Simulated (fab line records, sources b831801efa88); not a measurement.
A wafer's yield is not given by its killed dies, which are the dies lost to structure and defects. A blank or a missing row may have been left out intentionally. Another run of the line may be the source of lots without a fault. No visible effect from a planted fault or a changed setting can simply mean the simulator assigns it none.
Which tool was responsible? | flow gf180mcu | 6 lots, 18 wafers sampled, at 3 steps of a route of 602

== WHAT THE GAUGES SHOWED, per wafer ==
GF_V4_RS_MEAS_24: measures by four-point-probe.
lot  | measured     | on            | V4_W_RS (ohm/sq)
L767 | day 25 17:50 | film_metro-03 | 0.328 0.330 0.325
L768 | day 26 10:59 | film_metro-01 | 0.329 0.327 0.329
L774 | day 28 02:04 | film_metro-01 | 0.326 0.326 0.330
L781 | day 29 23:01 | film_metro-01 | 0.325 0.329 0.327
L782 | day 30 08:29 | film_metro-03 | 0.311 0.309 0.316
L784 | day 31 02:58 | film_metro-01 | 0.329 0.329 0.330

== EACH LOT AND THE TOOL THAT RAN IT (in order: tool; ch and the chambers of the sampled wafers; start) ==
lot  | GF_V4_CMP_04                  | GF_V4_CVD_23
L767 | cmp-01 ch 0,1, day 24 19:42   | cvd_w-02 ch 0,1, day 25 17:44
L768 | cmp-01 ch 0,1,3, day 25 12:23 | cvd_w-01 ch 1, day 26 10:52
L774 | cmp-01 ch 0,1,2, day 27 04:55 | cvd_w-01 ch 0, day 28 01:54
L781 | cmp-01 ch 1,2,3, day 29 03:25 | cvd_w-01 ch 0,1, day 29 22:54
L782 | cmp-02 ch 2,3, day 29 12:42   | cvd_w-02 ch 0,1, day 30 08:21
L784 | cmp-01 ch 1,2, day 30 07:42   | cvd_w-01 ch 0,1, day 31 02:50
- GF_V4_CMP_04: polishes SiO2.
- GF_V4_CVD_23: deposits W, target thk 350 nm, time 104.9 s.

== THE ANSWER, worked out from the rows above alone ==
Rule: the lots themselves supply what counts as usual. The widest of any qualifying gaps counts: lots, ordered by their means at a reading, are off when they make up no more than a third of the lots, leave a main group of 4 or more, and stand apart from it by 3 or more times the standard deviation of that group's means. The tables above print the reading to a certain number of digits; a main group whose means all agree to those digits is not used. Also off: a lot with no number at a reading for which 4 or more lots have one. The other lots that the step has rows for count as sound.
Off: L782, seen at GF_V4_RS_MEAS_24 (V4_W_RS). The main group: mean 0.328 ohm/sq, standard deviation 0.00083.
A tool fits if, at a process step before that reading, it ran every lot that is off, and no sound lot after the first of them. The gauges at GF_V4_RS_MEAS_24 are tried like those tools. Can't be told from this: 3 tools fit, cmp-02 at GF_V4_CMP_04, cvd_w-02 at GF_V4_CVD_23, film_metro-03 at GF_V4_RS_MEAS_24.

== WHAT HAD BEEN PUT IN BY THE SIMULATOR ==
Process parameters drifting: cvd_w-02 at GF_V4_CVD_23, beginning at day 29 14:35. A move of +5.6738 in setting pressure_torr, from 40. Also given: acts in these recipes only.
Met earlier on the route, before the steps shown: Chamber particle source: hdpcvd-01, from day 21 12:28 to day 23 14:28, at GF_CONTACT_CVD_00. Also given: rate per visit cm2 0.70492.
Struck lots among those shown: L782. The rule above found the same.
